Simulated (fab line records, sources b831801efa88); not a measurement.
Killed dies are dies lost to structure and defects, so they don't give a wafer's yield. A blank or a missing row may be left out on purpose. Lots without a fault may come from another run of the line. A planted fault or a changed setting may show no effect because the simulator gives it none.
Which tool did it? | flow gf180mcu | 11 lots, 33 wafers sampled, at 7 steps of a route of 602

WHAT THE GAUGES READ, wafer by wafer
GF_V4_THK_MEAS_03. Usual: V4_CVD_02_THK 850 nm, standard deviation 11.
lot  | measured     | on            | V4_CVD_02_THK (nm) | flag
L522 | day 23 16:23 | film_metro-03 | 847 857 860        |
L523 | day 23 20:38 | film_metro-01 | 852 852 837        |
L524 | day 24 07:13 | film_metro-03 | 843 847 855        |
L526 | day 24 21:42 | film_metro-02 | 837 865 858        |
L527 | day 25 00:59 | film_metro-01 | 833 856 853        |
L532 | day 27 04:50 | film_metro-03 | 855 860 853        |
L533 | day 27 09:25 | film_metro-01 | 855 858 861        |
L535 | day 27 22:26 | film_metro-02 | 865 863 862        |
L542 | day 29 17:35 | film_metro-01 | 833 848 855        |
L543 | day 30 01:09 | film_metro-01 | 826 855 849        |
L545 | day 30 15:59 | film_metro-02 | 865 851 873        |

GF_V4_RS_MEAS_24: measures by four-point-probe. Usual: V4_W_RS 0.327 ohm/sq, standard deviation 0.0035.
lot  | measured     | on            | V4_W_RS (ohm/sq)  | flag
L522 | day 24 16:49 | film_metro-02 | 0.334 0.328 0.336 |
L523 | day 24 20:25 | film_metro-02 | 0.326 0.324 0.322 |
L524 | day 25 07:01 | film_metro-02 | 0.326 0.323 0.321 |
L526 | day 25 20:20 | film_metro-02 | 0.328 0.330 0.327 |
L527 | day 25 23:07 | film_metro-01 | 0.334 0.331 0.334 |
L532 | day 28 02:59 | film_metro-01 | 0.331 0.328 0.333 |
L533 | day 28 06:16 | film_metro-02 | 0.331 0.333 0.726 | OFF
L535 | day 28 19:52 | film_metro-02 | 0.713 0.326 0.702 | OFF
L542 | day 30 13:19 | film_metro-01 | 0.328 0.325 0.330 |
L543 | day 30 20:52 | film_metro-03 | 0.329 0.324 0.325 |
L545 | day 31 10:46 | film_metro-02 | 0.330 0.334 0.327 |

GF_V4_THK_MEAS_25: measures by xrf. Usual: V4_W_THK 344 nm, standard deviation 5.4.
lot  | measured     | on            | V4_W_THK (nm) | flag
L522 | day 24 16:55 | film_metro-02 | 338 342 334   |
L523 | day 24 20:30 | film_metro-02 | 344 347 350   |
L524 | day 25 07:08 | film_metro-02 | 345 349 352   |
L526 | day 25 20:26 | film_metro-02 | 342 343 344   |
L527 | day 25 23:14 | film_metro-01 | 336 339 338   |
L532 | day 28 03:05 | film_metro-01 | 338 339 335   |
L533 | day 28 06:23 | film_metro-02 | 339 336 156   | OFF
L535 | day 28 19:57 | film_metro-02 | 160 345 162   | OFF
L542 | day 30 13:26 | film_metro-01 | 335 340 333   |
L543 | day 30 20:58 | film_metro-03 | 347 350 349   |
L545 | day 31 10:52 | film_metro-02 | 343 337 344   |

GF_MIM_THK_MEAS_06. Usual: MIM_CVD_05_THK 41.9 nm, standard deviation 0.51.
lot  | measured     | on            | MIM_CVD_05_THK (nm) | flag
L522 | day 24 17:32 | film_metro-02 | 42.1 42.6 42.9      |
L523 | day 24 21:07 | film_metro-03 | 41.5 41.9 42.1      |
L524 | day 25 07:45 | film_metro-04 | 42.2 41.8 42.4      |
L526 | day 25 21:02 | film_metro-04 | 41.3 41.8 42.2      |
L527 | day 25 23:50 | film_metro-03 | 41.2 42.5 42.7      |
L532 | day 28 03:41 | film_metro-02 | 41.3 41.8 42.6      |
L533 | day 28 06:59 | film_metro-02 | 41.5 42.5 42.0      |
L535 | day 28 20:34 | film_metro-03 | 42.1 41.9 42.2      |
L542 | day 30 14:02 | film_metro-04 | 40.9 41.6 41.9      |
L543 | day 30 21:35 | film_metro-03 | 41.0 42.1 42.0      |
L545 | day 31 11:29 | film_metro-03 | 42.4 42.4 42.4      |

WHICH TOOL RAN EACH LOT (tool, then ch and the chambers of the sampled wafers, then the start)
lot  | GF_V4_ETCH_16                      | GF_V4_CVD_23                  | GF_V4_CMP_26
L522 | rie_diel-04 ch 0,1, day 24 15:29   | cvd_w-02 ch 0,1, day 24 16:42 | cmp-02 ch 0,1,3, day 24 16:57
L523 | rie_diel-02 ch 0,1,3, day 24 19:08 | cvd_w-01 ch 0,1, day 24 20:17 | cmp-02 ch 0,1, day 24 20:32
L524 | rie_diel-02 ch 0,1,2, day 25 06:07 | cvd_w-01 ch 0,1, day 25 06:54 | cmp-01 ch 0,1,3, day 25 07:11
L526 | rie_diel-04 ch 1,2, day 25 19:23   | cvd_w-02 ch 0,1, day 25 20:13 | cmp-02 ch 0,1,3, day 25 20:28
L527 | rie_diel-01 ch 2,3, day 25 22:14   | cvd_w-01 ch 1, day 25 23:00   | cmp-02 ch 0,1,2, day 25 23:20
L532 | rie_diel-01 ch 0,1,2, day 28 02:02 | cvd_w-01 ch 0,1, day 28 02:52 | cmp-02 ch 1,2, day 28 03:10
L533 | rie_diel-04 ch 0,1,2, day 28 05:23 | cvd_w-01 ch 0,1, day 28 06:08 | cmp-01 ch 1,2,3, day 28 06:29
L535 | rie_diel-02 ch 1,2,3, day 28 18:56 | cvd_w-01 ch 0,1, day 28 19:44 | cmp-02 ch 0,3, day 28 19:59
L542 | rie_diel-01 ch 0,1,3, day 30 12:25 | cvd_w-02 ch 0,1, day 30 13:11 | cmp-02 ch 0,1, day 30 13:32
L543 | rie_diel-01 ch 1,2,3, day 30 19:52 | cvd_w-02 ch 0,1, day 30 20:44 | cmp-02 ch 0,2, day 30 21:01
L545 | rie_diel-04 ch 0,1, day 31 09:50   | cvd_w-01 ch 0,1, day 31 10:38 | cmp-02 ch 0,3, day 31 10:56
- GF_V4_ETCH_16: etches BARC in N2/H2.
- GF_V4_CVD_23: deposits W, target thk 350 nm, time 104.9 s.
- GF_V4_CMP_26: polishes, stops on SiO2, t overpolish 15 s, target thk 0 nm.

WHAT THE TOOLS THEMSELVES READ (means of the sampled wafers that have a number; where no wafer has one, the mark that the record gives instead)
GF_V4_ETCH_16. Usual: drypump_motor_current_A 5.9 A, standard deviation 0.35; h2_flow_sccm 200.0 sccm, standard deviation 0.56; oes_product_au 0.855 a.u., standard deviation 0.0045; throttle_valve_pct 13.224 %, standard deviation 0.0085.
lot  | tool        | drypump_motor_current_A (A) | h2_flow_sccm (sccm) | oes_product_au (a.u.) | throttle_valve_pct (%) | flag
L522 | rie_diel-04 | 5.9                         | 199.9               | 0.854                 | 13.222                 |
L523 | rie_diel-02 | 5.9                         | 199.5               | 0.857                 | 13.226                 |
L524 | rie_diel-02 | 6.1                         | 200.3               | 0.857                 | 13.222                 |
L526 | rie_diel-04 | 6.1                         | 200.6               | 0.857                 | 13.225                 |
L527 | rie_diel-01 | 5.9                         | 200.0               | 0.855                 | 13.226                 |
L532 | rie_diel-01 | 5.4                         | 199.6               | 0.861                 | 13.222                 |
L533 | rie_diel-04 | 6.0                         | 200.3               | 0.854                 | 13.226                 |
L535 | rie_diel-02 | 6.1                         | 200.3               | 0.855                 | 13.224                 |
L542 | rie_diel-01 | 5.7                         | 199.7               | 0.851                 | 13.221                 |
L543 | rie_diel-01 | 5.6                         | 199.7               | 0.855                 | 13.228                 |
L545 | rie_diel-04 | 5.9                         | 199.7               | 0.856                 | 13.227                 |

GF_V4_CVD_23. Usual: chamber_pressure_Torr 40.00 Torr, standard deviation 0.088; heater_power_w 879 W, standard deviation 120.
lot  | tool     | chamber_pressure_Torr (Torr) | heater_power_w (W) | flag
L522 | cvd_w-02 | 40.12                        | 852                |
L523 | cvd_w-01 | 40.04                        | 936                |
L524 | cvd_w-01 | 39.92                        | 948                |
L526 | cvd_w-02 | 39.97                        | 818                |
L527 | cvd_w-01 | 40.07                        | 1045               |
L532 | cvd_w-01 | 40.02                        | 953                |
L533 | cvd_w-01 | 40.00                        | 957                |
L535 | cvd_w-01 | 39.94                        | 848                |
L542 | cvd_w-02 | 39.87                        | 863                |
L543 | cvd_w-02 | 39.97                        | 841                |
L545 | cvd_w-01 | 40.01                        | 852                |

GF_V4_CMP_26. Usual: motor_current_A 12.6 A, standard deviation 1.5; time_to_endpoint_s 86.7 s, standard deviation 2.9.
lot  | tool   | motor_current_A (A) | time_to_endpoint_s (s) | flag
L522 | cmp-02 | 13.5                | 84.7                   |
L523 | cmp-02 | 13.3                | 88.5                   |
L524 | cmp-01 | 10.5                | 85.5                   |
L526 | cmp-02 | 13.2                | 88.0                   |
L527 | cmp-02 | 12.8                | 87.0                   |
L532 | cmp-02 | 12.1                | 85.7                   |
L533 | cmp-01 | 10.9                | 67.5                   | OFF
L535 | cmp-02 | 14.3                | 57.7                   | OFF
L542 | cmp-02 | 13.7                | 84.1                   |
L543 | cmp-02 | 13.7                | 85.2                   |
L545 | cmp-02 | 14.5                | 84.7                   |

THE ANSWER, worked out from the rows above alone
Rule: a lot is off if the mean of its wafers that have a number lies more than 3 standard deviations from the usual mean. A lot without any number at a reading at which 4 lots or more have one is off too. The other lots that the step has rows for count as sound. The gauges are gone through in route order, then the tools' own readings, and for those a lot's mean is taken as printed above. The first step at which some lot is off is used, and at that step the reading that is off furthest; a lot without a number counts as furthest.
Off: L533, L535, at GF_V4_RS_MEAS_24 (V4_W_RS).
A tool fits if, at a process step before that reading, it ran every lot that is off, and no sound lot after the first of them. The gauges at GF_V4_RS_MEAS_24 aren't tried: what is off there is off at GF_V4_CMP_26 too, on other tools, and a gauge's error can't cause that. None of those tried fits.

WHAT THE SIMULATOR HAD PUT IN
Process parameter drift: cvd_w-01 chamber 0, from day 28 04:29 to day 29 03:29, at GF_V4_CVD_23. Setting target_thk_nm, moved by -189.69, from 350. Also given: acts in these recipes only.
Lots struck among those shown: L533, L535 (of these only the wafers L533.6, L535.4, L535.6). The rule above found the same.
